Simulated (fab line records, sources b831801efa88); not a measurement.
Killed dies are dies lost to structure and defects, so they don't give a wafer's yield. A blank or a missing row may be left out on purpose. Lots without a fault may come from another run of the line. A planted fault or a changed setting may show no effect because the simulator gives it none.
fab line records | flow gf180mcu
record lots=5 wafers=15 last_day=34
route steps=602 shown V1@346 M2@362
lots that met no fault: from a run of the same line without faults
start_h: hours from the record's first day to the start of the lot's first wafer shown | wait_h: hours since the lot's step before | " the same as in the row above | L1.1+2: a row that stands for several wafers | - no value, or no start given | * or withheld: withheld | < > ~ a bound
route shown NAME@n: a module of which the file shows steps, and the number in the route of the first | usual: mean/standard deviation of fault-free wafers | same: alike in all rows | chamber/n: place in a boat | sites: the reading at each site | _std_site: their standard deviation | _edge_site: outer sites' mean less inner sites' | radius_mm: how far each site lies from the wafer's centre | mask NAME#n: copy n | behind: the tool/chamber that last shaped the wafer | hold: why the lot was held/for how many hours/how that ended | device: the transistor (n, p or np) that didn't switch | end of line: the same wafers' tests at the end of the route | a step without rows: its recipe alone | killed: dies lost to structure and defects at the first sort, not the wafer's yield | map: a wafer's dies, x killed, . not, _ none there
set.NAME: the setting as run; set.NAME@STEP: as run at that earlier step | model.NAME: the simulator's own value behind a step, which no gauge read
lots at some steps of the route; a table a step, a row a wafer
services: from which hour (start_h, from the record's first day; less than 0 if before it) a tool's chamber was out of use, for how many hours, and why
## steps
# step GF_V1_EXPOSE_11
# recipe mask_id=Via1 target_cd_nm=260 na=0.68 source_shape=conventional sigma_outer=0.6 dose_mj=38
# step GF_V1_PEB_12
# recipe peb_temp_c=135 peb_time_s=90 resist=KrF
# step GF_V1_DEVELOP_13
# recipe develop_time_s=60 resist=KrF dev_temp_c=21
# step GF_V1_CD_MEAS_14
# recipe target_cd_nm=260
# usual cd_nm=260.0/1.3
# columns lot.wafer tool chamber start_h wait_h cd_nm
L563.2 cd_sem-02 - 409.10 0.1 259.0
L563.3 " - " " 258.6
L563.5 " - " " 259.5
L569.1 cd_sem-01 - 470.03 0.1 260.8
L569.3 " - " " 259.1
L569.5 " - " " 260.4
L572.3 cd_sem-02 - 493.74 0.1 260.6
L572.5 " - " " 260.0
L572.6 " - " " 260.9
L583.1 cd_sem-01 - 585.45 0.1 260.5
L583.4 " - " " 259.6
L583.6 " - " " 259.9
L584.3 cd_sem-02 - 588.79 0.1 260.3
L584.4 " - " " 260.9
L584.5 " - " " 260.7
# step GF_V1_OVL_MEAS_15
# usual V1_OVL=1/6
# columns lot.wafer tool chamber start_h wait_h V1_OVL[nm]
L563.2 overlay-02 - 409.20 0.1 0
L563.3 " - " " -2
L563.5 " - " " -3
L569.1 overlay-02 - 470.15 0.1 12
L569.3 " - " " 16
L569.5 " - " " 16
L572.3 overlay-02 - 493.83 0.1 1
L572.5 " - " " 7
L572.6 " - " " -1
L583.1 overlay-02 - 585.57 0.1 13
L583.4 " - " " 0
L583.6 " - " " 7
L584.3 overlay-01 - 588.88 0.1 6
L584.4 " - " " -9
L584.5 " - " " 5
# step GF_V1_ETCH_16
# recipe chemistry=N2/H2 target_depth_a=withheld overetch_a=withheld time_s=withheld target=BARC ion_energy_ev=200 source_w=500 bias_w=100 pressure_mtorr=30 n2_flow_sccm=100 h2_flow_sccm=200
# usual chamber_pressure_mTorr=30.003/0.028 drypump_motor_current_A=5.6/0.3 oes_product_au=0.855/0.0048 throttle_valve_pct=13.224/0.0092
# columns lot.wafer tool chamber start_h wait_h chamber_pressure_mTorr drypump_motor_current_A oes_product_au throttle_valve_pct
L563.2 rie_diel-02 0 409.23 0.0 29.968 5.1 0.856 13.219
L563.3 " 1 " " 30.021 5.7 0.855 13.217
L563.5 " 0 " " 29.998 5.1 0.855 13.208
L569.1 rie_diel-03 3 470.18 0.0 29.975 5.9 0.851 13.225
L569.3 " 2 " " 29.999 5.9 0.853 13.228
L569.5 " 2 " " 30.002 5.9 0.863 13.218
L572.3 rie_diel-02 0 493.85 0.0 29.996 5.1 0.848 13.234
L572.5 " 0 " " 29.973 5.1 0.849 13.209
L572.6 " 1 " " 29.953 5.6 0.860 13.220
L583.1 rie_diel-02 2 585.60 0.0 30.045 5.9 0.851 13.219
L583.4 " 3 " " 30.039 5.1 0.847 13.216
L583.6 " 2 " " 30.022 5.9 0.852 13.198
L584.3 rie_diel-02 0 588.90 0.0 29.953 5.0 0.850 13.215
L584.4 " 2 " " 30.023 5.9 0.846 13.213
L584.5 " 1 " " 30.000 5.7 0.851 13.226
# step GF_V1_ETCH_17
# recipe chemistry=C4F8/O2/Ar mask_material=KrF target=SiO2 stop_on=TiN source_w=1500 bias_w=1200 pressure_mtorr=40 c4f8_flow_sccm=withheld O2_flow_sccm=6 Ar_flow_sccm=300 time_s=withheld target_depth_a=6300
# usual chamber_pressure_mTorr=40.00/0.038 oes_product_au=0.857/0.005
# columns lot.wafer tool chamber start_h wait_h chamber_pressure_mTorr oes_product_au
L563.2 rie_diel-02 0 - - 40.04 0.848
L563.3 " 1 " " 39.99 0.856
L563.5 " 0 " " 39.96 0.867
L569.1 rie_diel-03 3 - - 39.99 0.857
L569.3 " 2 " " 40.00 0.865
L569.5 " 2 " " 39.93 0.854
L572.3 rie_diel-02 0 - - 39.93 0.855
L572.5 " 0 " " 39.98 0.854
L572.6 " 1 " " 40.00 0.862
L583.1 rie_diel-02 2 - - 40.01 0.863
L583.4 " 3 " " 40.07 0.862
L583.6 " 2 " " 40.02 0.854
L584.3 rie_diel-02 0 - - 40.01 0.855
L584.4 " 2 " " 40.06 0.857
L584.5 " 1 " " 39.99 0.862
# step GF_V1_STRIP_18
# recipe chemistry=O2/N2 power_w=1400 pressure_mtorr=1500 platen_temp_c=250 o2_flow_sccm=3000 n2_flow_sccm=300 overash_fraction=0.5
# step GF_V1_STRIP_19
# recipe chemistry=post_etch_residue_remover time_s=1200 temp_c=72.5
# step GF_V1_CLEAN_20
# recipe chemistry=DIW dry=n2_spin
# step GF_V1_SPUTTER_21
# recipe material=Ti target_thk_nm=15 chamber_pressure_pa=5 power_w=2500 substrate_temp_c=200 time_s=80.02
# usual throttle_valve_pct=30.0/1
# columns lot.wafer tool chamber start_h wait_h throttle_valve_pct
L563.2 pvd_sputter-04 - 409.90 0.0 30.1
L563.3 " - " " 28.3
L563.5 " - " " 28.6
L569.1 pvd_sputter-03 - 470.85 0.0 30.1
L569.3 " - " " 30.6
L569.5 " - " " 31.0
L572.3 pvd_sputter-03 - 494.52 0.0 30.5
L572.5 " - " " 30.3
L572.6 " - " " 29.1
L583.1 pvd_sputter-03 - 586.26 0.0 28.8
L583.4 " - " " 30.6
L583.6 " - " " 30.7
L584.3 pvd_sputter-03 - 589.60 0.0 30.1
L584.4 " - " " 28.9
L584.5 " - " " 29.9
# step GF_V1_SPUTTER_22
# recipe material=TiN target_thk_nm=10 chamber_pressure_pa=5 power_w=4000 time_s=40
# usual throttle_valve_pct=30.0/1
# columns lot.wafer tool chamber start_h wait_h throttle_valve_pct
L563.2 pvd_sputter-04 - 409.97 0.0 29.9
L563.3 " - " " 28.6
L563.5 " - " " 28.5
L569.1 pvd_sputter-03 - 470.91 0.0 30.3
L569.3 " - " " 30.6
L569.5 " - " " 31.0
L572.3 pvd_sputter-03 - 494.58 0.0 30.9
L572.5 " - " " 30.2
L572.6 " - " " 29.0
L583.1 pvd_sputter-03 - 586.32 0.0 28.9
L583.4 " - " " 30.9
L583.6 " - " " 30.3
L584.3 pvd_sputter-03 - 589.66 0.0 30.3
L584.4 " - " " 29.0
L584.5 " - " " 30.2
# step GF_V1_CVD_23
# recipe material=W target_thk_nm=350 time_s=105.05 temp_c=400 pressure_torr=40
# usual heater_power_outer_w=532/31 heater_power_w=866/31
# columns lot.wafer tool chamber start_h wait_h heater_power_outer_w heater_power_w model.W_of_V1_CVD_23.thk_nm
L563.2 cvd_w-01 1 410.01 0.0 481 827 357
L563.3 " 1 " " 473 863 355.2
L563.5 " 0 " " 537 847 355.8
L569.1 cvd_w-02 1 470.95 0.0 571 912 295.1
L569.3 " 1 " " 576 919 358.2
L569.5 " 0 " " 530 817 356.6
L572.3 cvd_w-01 0 494.66 0.1 547 873 350.2
L572.5 " 1 " " 481 868 352.4
L572.6 " 0 " " 541 888 350.9
L583.1 cvd_w-01 1 586.36 0.0 482 870 355.3
L583.4 " 0 " " 541 863 355.8
L583.6 " 1 " " 482 859 351.3
L584.3 cvd_w-02 1 589.74 0.1 575 910 355.7
L584.4 " 0 " " 547 849 348.9
L584.5 " 0 " " 535 840 347.2
# step GF_V1_RS_MEAS_24
# recipe thk_meas_gauge=four-point-probe reads=W_of_V1_CVD_23+TiN_of_V1_SPUTTER_22+Ti_of_V1_SPUTTER_21
# usual V1_W_RS=0.325/0.0034
# columns lot.wafer tool chamber start_h wait_h V1_W_RS[ohm/sq]
L563.2 film_metro-04 - 410.14 0.1 0.321
L563.3 " - " " 0.322
L563.5 " - " " 0.322
L569.1 film_metro-04 - 471.06 0.1 0.389
L569.3 " - " " 0.320
L569.5 " - " " 0.322
L572.3 film_metro-01 - 494.78 0.1 0.327
L572.5 " - " " 0.325
L572.6 " - " " 0.327
L583.1 film_metro-01 - 586.48 0.1 0.322
L583.4 " - " " 0.322
L583.6 " - " " 0.327
L584.3 film_metro-04 - 589.85 0.1 0.323
L584.4 " - " " 0.329
L584.5 " - " " 0.330
# step GF_V1_THK_MEAS_25
# recipe thk_meas_gauge=xrf reads=W_of_V1_CVD_23
# usual V1_W_THK=348/4.2
# columns lot.wafer tool chamber start_h wait_h V1_W_THK[nm]
L563.2 film_metro-04 - 410.25 0.1 353
L563.3 " - " " 349
L563.5 " - " " 351
L569.1 film_metro-04 - 471.18 0.1 294
L569.3 " - " " 355
L569.5 " - " " 354
L572.3 film_metro-01 - 494.88 0.1 346
L572.5 " - " " 343
L572.6 " - " " 344
L583.1 film_metro-01 - 586.60 0.1 345
L583.4 " - " " 347
L583.6 " - " " 344
L584.3 film_metro-04 - 589.95 0.1 353
L584.4 " - " " 346
L584.5 " - " " 343
# step GF_V1_CMP_26
# recipe stop_on=SiO2 down_force_psi=3.5 platen_rpm=60 t_overpolish_s=15 target_thk_nm=0 pad_velocity_m_s=0.94248
# usual motor_current_A=10.9/1.1 retaining_ring_pressure_frac=1.000/0.0052 slurry_filter_dp_kPa=13.49/0.14 time_to_endpoint_s=86/4.4
# columns lot.wafer tool chamber start_h wait_h motor_current_A retaining_ring_pressure_frac slurry_filter_dp_kPa time_to_endpoint_s
L563.3 cmp-01 2 410.31 0.0 10.5 0.995 13.58 88
L563.2 " 0 " " 11.5 0.998 13.24 82
L563.5 " 3 " " 9.3 0.997 13.31 87
L569.1 cmp-02 0 471.29 0.1 10.3 1.000 13.52 65
L569.3 " 2 " " 11.9 0.998 13.53 87
L569.5 " 0 " " 10.7 0.991 13.50 81
L572.3 cmp-01 0 494.92 0.0 11.7 1.007 13.62 82
L572.6 " 0 " " 11.8 0.999 13.42 86
L572.5 " 1 " " 12.7 1.009 13.45 87
L583.4 cmp-02 1 586.66 0.0 9.5 1.002 13.69 81
L583.1 " 0 " " 10.1 0.985 13.36 79
L583.6 " 1 " " 9.3 1.013 13.64 84
L584.3 cmp-02 2 590.08 0.1 11.9 0.999 13.34 87
L584.4 " 1 " " 9.5 0.997 13.67 79
L584.5 " 2 " " 11.9 0.999 13.59 83
# step GF_M2_SPUTTER_00
# recipe material=Ti target_thk_nm=37.5 arriving_ion_energy_ev=80 substrate_temp_c=200 chamber_pressure_pa=2 power_w=4000 time_s=150
# usual throttle_valve_pct=30.4/1
# columns lot.wafer tool chamber start_h wait_h throttle_valve_pct
L563.2 pvd_sputter-02 - 410.61 0.1 31.9
L563.3 " - " " 31.4
L563.5 " - " " 31.4
L569.1 pvd_sputter-03 - 471.54 0.2 30.3
L569.3 " - " " 29.3
L569.5 " - " " 30.8
L572.3 pvd_sputter-02 - 495.22 0.2 30.4
L572.5 " - " " 31.5
L572.6 " - " " 29.1
L583.1 pvd_sputter-01 - 586.96 0.1 31.1
L583.4 " - " " 28.1
L583.6 " - " " 27.9
L584.3 pvd_sputter-02 - 590.38 0.2 30.2
L584.4 " - " " 31.6
L584.5 " - " " 31.4
## services
# columns tool chamber start_h hours kind
cvd_w-01 - 390.00 14.0 pm
cmp-01 - 404.19 4.0 pm
rie_diel-02 3 429.09 9.1 repair
rie_diel-03 1 439.05 3.5 repair
rie_diel-02 2 449.01 6.3 repair
cmp-01 - 456.30 23.1 pm
pvd_sputter-02 - 469.09 4.3 repair
rie_diel-02 2 489.88 2.4 repair
rie_diel-02 2 497.42 2.5 repair
pvd_sputter-02 - 507.41 1.7 repair
rie_diel-02 3 510.82 9.0 repair
cmp-02 - 530.30 14.0 pm
rie_diel-02 - 536.88 2.8 repair
cvd_w-01 - 549.62 0.3 repair
pvd_sputter-02 - 555.71 0.6 repair
cmp-02 - 557.69 6.6 pm
rie_diel-02 2 560.71 9.8 repair
cmp-02 - 564.62 0.3 repair
rie_diel-02 0 566.88 6.3 repair
cmp-02 - 572.22 4.0 pm
cmp-02 - 573.43 4.2 repair
pvd_sputter-03 - 577.76 1.9 repair
cmp-02 - 584.12 2.1 repair
rie_diel-02 0 585.59 2.6 repair
## key
first_sign step=GF_V1_RS_MEAS_24 reading=V1_W_RS direction=up sigmas=19 usual=0.325 struck=0.389
effect step=GF_V1_THK_MEAS_25 reading=V1_W_THK direction=down sigmas=13 usual=348 struck=294
effect step=GF_V1_CMP_26 reading=time_to_endpoint_s direction=down sigmas=4.8 usual=* struck=*
model_effect step=GF_V1_CVD_23 value=W_of_V1_CVD_23.thk_nm without=352.7 struck=295.1
met_at GF_V1_CVD_23
struck_wafers L569.1
fault kind=process_parameter_drift tool=cvd_w-02 chamber=- onset_h=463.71 steps=GF_V1_CVD_23 channel=target_thk_nm offset=-57.641 shape=step end_h=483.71 scope=struck_wafers_only acts_in=these_recipes_only stated=350
